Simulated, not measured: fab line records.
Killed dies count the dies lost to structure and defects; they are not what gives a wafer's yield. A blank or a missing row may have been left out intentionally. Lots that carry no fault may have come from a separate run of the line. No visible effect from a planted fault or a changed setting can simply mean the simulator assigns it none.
Chamber matching -- flow gf180mcu -- GF_V1_CMP_26 on cmp-02 has 4 sister chambers
The step polishes, stops on SiO2, t overpolish 15 s, target thk 0 nm. 4 wafers are shown with their chamber, then 8 later ones without.

WAFERS, EACH WITH ITS CHAMBER
wafer,chamber,motor-current-A (A)
L407.3,2,10.5
L408.1,3,11.1
L408.5,0,10.7
L413.1,1,12.0

WAFERS MISSING THEIR CHAMBER
wafer,motor-current-A (A)
L413.3,10.7
L413.4,10.3
L418.1,10.8
L418.2,11.5
L418.3,11.1
L420.2,10.2
L420.4,10.7
L420.5,11.1

WHICH CHAMBER EACH ONE RAN IN
wafer,from the rows above,in truth
L413.3,can't be placed: 0 or 2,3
L413.4,can't be placed: 2 or 0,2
L418.1,can't be placed: 0 or 3 or 2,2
L418.2,can't be placed: 3 or 1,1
L418.3,3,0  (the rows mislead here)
L420.2,can't be placed: 2 or 0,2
L420.4,can't be placed: 0 or 2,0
L420.5,3,3
Placed correctly: 1 of 8. Cannot be placed on the basis of these rows: 6; the candidates contain the true chamber in 5. Placed wrongly: 1.
How it was worked out, from the rows above alone: a wafer's distance from a chamber is the root of the sum, over the readings, of the square of ((its reading less the chamber's mean) divided by the reading's scatter). The wafer belongs to the nearest chamber; if the next one is less than 2 further off, it can't be placed. For every chamber, the mean is computed from those of its wafers that are shown. The scatter: root of mean squared gap, hidden wafer to nearest shown wafer, with one shown wafer a chamber.
